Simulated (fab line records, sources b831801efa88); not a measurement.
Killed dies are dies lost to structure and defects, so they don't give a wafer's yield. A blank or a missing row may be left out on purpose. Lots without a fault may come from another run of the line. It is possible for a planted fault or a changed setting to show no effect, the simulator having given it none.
What tool caused it? || flow gf180mcu || Sampling: 13 lots, 39 wafers, 4 of 602 route steps

WHAT EACH GAUGE READ, for each wafer
GF_M2_CD_MEAS_14: the cd target is 280 nm. Usual: 280.1 nm for cdNm, sd 1.1.
{"lot": "L644", "measured": "day 19 15:02", "on": "cdSem-01", "cdNm (nm)": "282.2 283.0 281.0", "flag": ""}
{"lot": "L645", "measured": "day 19 21:53", "on": "cdSem-01", "cdNm (nm)": "280.7 280.7 280.7", "flag": ""}
{"lot": "L646", "measured": "day 20 11:52", "on": "cdSem-02", "cdNm (nm)": "280.1 280.4 279.4", "flag": ""}
{"lot": "L647", "measured": "day 21 03:14", "on": "cdSem-02", "cdNm (nm)": "281.6 280.8 280.8", "flag": ""}
{"lot": "L648", "measured": "day 21 03:44", "on": "cdSem-01", "cdNm (nm)": "279.3 280.0 280.4", "flag": ""}
{"lot": "L649", "measured": "day 21 10:13", "on": "cdSem-01", "cdNm (nm)": "278.5 279.5 280.2", "flag": ""}
{"lot": "L650", "measured": "day 22 05:52", "on": "cdSem-01", "cdNm (nm)": "280.2 280.1 280.5", "flag": ""}
{"lot": "L651", "measured": "day 22 10:13", "on": "cdSem-02", "cdNm (nm)": "281.4 281.3 279.8", "flag": ""}
{"lot": "L661", "measured": "day 25 20:33", "on": "cdSem-01", "cdNm (nm)": "272.9 263.4 271.7", "flag": "OFF"}
{"lot": "L660", "measured": "day 25 20:58", "on": "cdSem-02", "cdNm (nm)": "257.3 269.3 264.2", "flag": "OFF"}
{"lot": "L663", "measured": "day 26 12:25", "on": "cdSem-02", "cdNm (nm)": "279.1 277.4 279.0", "flag": ""}
{"lot": "L665", "measured": "day 26 22:37", "on": "cdSem-02", "cdNm (nm)": "280.0 281.9 280.0", "flag": ""}
{"lot": "L666", "measured": "day 27 06:34", "on": "cdSem-02", "cdNm (nm)": "279.8 280.2 280.5", "flag": ""}

WHICH TOOL RAN EACH LOT (tool, then ch and the chambers of the sampled wafers, then the start)
{"lot": "L644", "GF_CONTACT_CMP_04": "cmp-01 ch 1,3, day 15 12:50", "GF_M2_SPUTTER_00": "pvdSputter-03, day 18 14:38", "GF_M2_EXPOSE_11": "krfScanner-02 ch 0, day 19 02:44"}
{"lot": "L645", "GF_CONTACT_CMP_04": "cmp-02 ch 1,2, day 15 17:55", "GF_M2_SPUTTER_00": "pvdSputter-04, day 18 21:08", "GF_M2_EXPOSE_11": "krfScanner-02 ch 0, day 19 09:08"}
{"lot": "L646", "GF_CONTACT_CMP_04": "cmp-02 ch 0,1,3, day 16 06:57", "GF_M2_SPUTTER_00": "pvdSputter-02, day 19 10:58", "GF_M2_EXPOSE_11": "krfScanner-02 ch 0, day 19 23:58"}
{"lot": "L647", "GF_CONTACT_CMP_04": "cmp-02 ch 0,2,3, day 16 20:47", "GF_M2_SPUTTER_00": "pvdSputter-03, day 20 02:28", "GF_M2_EXPOSE_11": "krfScanner-01 ch 0, day 20 14:48"}
{"lot": "L648", "GF_CONTACT_CMP_04": "cmp-02 ch 0,2, day 16 22:45", "GF_M2_SPUTTER_00": "pvdSputter-04, day 20 03:10", "GF_M2_EXPOSE_11": "krfScanner-01 ch 0, day 20 15:44"}
{"lot": "L649", "GF_CONTACT_CMP_04": "cmp-01 ch 0,1,3, day 17 04:01", "GF_M2_SPUTTER_00": "pvdSputter-04, day 20 09:47", "GF_M2_EXPOSE_11": "krfScanner-02 ch 0, day 20 22:36"}
{"lot": "L650", "GF_CONTACT_CMP_04": "cmp-01 ch 1,2,3, day 18 00:15", "GF_M2_SPUTTER_00": "pvdSputter-02, day 21 06:11", "GF_M2_EXPOSE_11": "krfScanner-02 ch 0, day 21 18:40"}
{"lot": "L651", "GF_CONTACT_CMP_04": "cmp-02 ch 1,3, day 18 04:20", "GF_M2_SPUTTER_00": "pvdSputter-04, day 21 10:23", "GF_M2_EXPOSE_11": "krfScanner-02 ch 0, day 21 22:37"}
{"lot": "L661", "GF_CONTACT_CMP_04": "cmp-02 ch 0,1,2, day 21 19:29", "GF_M2_SPUTTER_00": "pvdSputter-03, day 24 22:49", "GF_M2_EXPOSE_11": "krfScanner-01 ch 0, day 25 09:38"}
{"lot": "L660", "GF_CONTACT_CMP_04": "cmp-01 ch 2,3, day 21 20:05", "GF_M2_SPUTTER_00": "pvdSputter-02, day 24 23:07", "GF_M2_EXPOSE_11": "krfScanner-01 ch 0, day 25 09:48"}
{"lot": "L663", "GF_CONTACT_CMP_04": "cmp-02 ch 0,2,3, day 22 14:59", "GF_M2_SPUTTER_00": "pvdSputter-03, day 25 15:15", "GF_M2_EXPOSE_11": "krfScanner-02 ch 0, day 26 02:11"}
{"lot": "L665", "GF_CONTACT_CMP_04": "cmp-01 ch 0,1, day 23 01:44", "GF_M2_SPUTTER_00": "pvdSputter-03, day 26 01:36", "GF_M2_EXPOSE_11": "krfScanner-02 ch 0, day 26 11:58"}
{"lot": "L666", "GF_CONTACT_CMP_04": "cmp-02 ch 0,1,2, day 23 11:50", "GF_M2_SPUTTER_00": "pvdSputter-02, day 26 09:50", "GF_M2_EXPOSE_11": "krfScanner-02 ch 0, day 26 20:56"}
- GF_CONTACT_CMP_04: polishes SiO2.
- GF_M2_SPUTTER_00: material Ti, target thk 37.5 nm, time 150 s.
- GF_M2_EXPOSE_11: exposes mask Metal2, target cd 280 nm.

AS READ BY THE TOOLS THEMSELVES (means over the sampled wafers that have a number; for cases with no such wafer, the mark the record gives instead)
GF_CONTACT_CMP_04. Usual: motorCurrentA 12.0 A, standard deviation 1.3; timeToEndpointS 111 s, standard deviation 5.7.
{"lot": "L644", "tool": "cmp-01", "motorCurrentA (A)": 11.9, "timeToEndpointS (s)": 105, "flag": ""}
{"lot": "L645", "tool": "cmp-02", "motorCurrentA (A)": 11.2, "timeToEndpointS (s)": 107, "flag": ""}
{"lot": "L646", "tool": "cmp-02", "motorCurrentA (A)": 11.1, "timeToEndpointS (s)": 103, "flag": ""}
{"lot": "L647", "tool": "cmp-02", "motorCurrentA (A)": 12.5, "timeToEndpointS (s)": 109, "flag": ""}
{"lot": "L648", "tool": "cmp-02", "motorCurrentA (A)": 12.0, "timeToEndpointS (s)": 113, "flag": ""}
{"lot": "L649", "tool": "cmp-01", "motorCurrentA (A)": 11.2, "timeToEndpointS (s)": 109, "flag": ""}
{"lot": "L650", "tool": "cmp-01", "motorCurrentA (A)": 12.1, "timeToEndpointS (s)": 111, "flag": ""}
{"lot": "L651", "tool": "cmp-02", "motorCurrentA (A)": 12.2, "timeToEndpointS (s)": 111, "flag": ""}
{"lot": "L661", "tool": "cmp-02", "motorCurrentA (A)": 12.0, "timeToEndpointS (s)": 110, "flag": ""}
{"lot": "L660", "tool": "cmp-01", "motorCurrentA (A)": 12.4, "timeToEndpointS (s)": 114, "flag": ""}
{"lot": "L663", "tool": "cmp-02", "motorCurrentA (A)": 12.9, "timeToEndpointS (s)": 109, "flag": ""}
{"lot": "L665", "tool": "cmp-01", "motorCurrentA (A)": 11.5, "timeToEndpointS (s)": 112, "flag": ""}
{"lot": "L666", "tool": "cmp-02", "motorCurrentA (A)": 11.8, "timeToEndpointS (s)": 118, "flag": ""}

GF_M2_SPUTTER_00. Usual: 30.0 % for throttleValvePct, sd 1.
{"lot": "L644", "tool": "pvdSputter-03", "throttleValvePct (%)": 30.3, "flag": ""}
{"lot": "L645", "tool": "pvdSputter-04", "throttleValvePct (%)": 30.3, "flag": ""}
{"lot": "L646", "tool": "pvdSputter-02", "throttleValvePct (%)": 29.6, "flag": ""}
{"lot": "L647", "tool": "pvdSputter-03", "throttleValvePct (%)": 30.7, "flag": ""}
{"lot": "L648", "tool": "pvdSputter-04", "throttleValvePct (%)": 30.0, "flag": ""}
{"lot": "L649", "tool": "pvdSputter-04", "throttleValvePct (%)": 29.4, "flag": ""}
{"lot": "L650", "tool": "pvdSputter-02", "throttleValvePct (%)": 29.5, "flag": ""}
{"lot": "L651", "tool": "pvdSputter-04", "throttleValvePct (%)": 29.6, "flag": ""}
{"lot": "L661", "tool": "pvdSputter-03", "throttleValvePct (%)": 30.7, "flag": ""}
{"lot": "L660", "tool": "pvdSputter-02", "throttleValvePct (%)": 30.2, "flag": ""}
{"lot": "L663", "tool": "pvdSputter-03", "throttleValvePct (%)": 30.8, "flag": ""}
{"lot": "L665", "tool": "pvdSputter-03", "throttleValvePct (%)": 30.9, "flag": ""}
{"lot": "L666", "tool": "pvdSputter-02", "throttleValvePct (%)": 28.6, "flag": ""}

THE ANSWER, worked out from the rows above alone
Rule: a lot counts as off when the mean over its wafers that have a number is more than 3 standard deviations away from the usual mean. A lot without any number at a reading at which 4 lots or more have one is off too. The other lots that the step has rows for count as sound. First the gauges in route order, then the tools' own readings, where a lot's mean is used as printed above. At the first step where some lot is off, the reading lying furthest off is the one used; lots without a number count as furthest.
Off: L661, L660, at GF_M2_CD_MEAS_14 (cdNm).
If a tool, at a process step before that reading, ran all the lots that are off and no sound lot after the first of them, it fits. Those tools and the gauges at GF_M2_CD_MEAS_14 are tried in the same way. One fits: krfScanner-01 at GF_M2_EXPOSE_11. Its last sound lot is L648 (day 20 15:44), its first lot that is off L661 (day 25 09:38): a fault that began between those two fits.

WHAT THE SIMULATOR PUT IN
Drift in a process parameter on krfScanner-01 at GF_M2_EXPOSE_11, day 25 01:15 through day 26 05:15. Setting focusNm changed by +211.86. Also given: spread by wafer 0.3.
Lots struck among those shown: L661, L660. The same result came from the rule above.
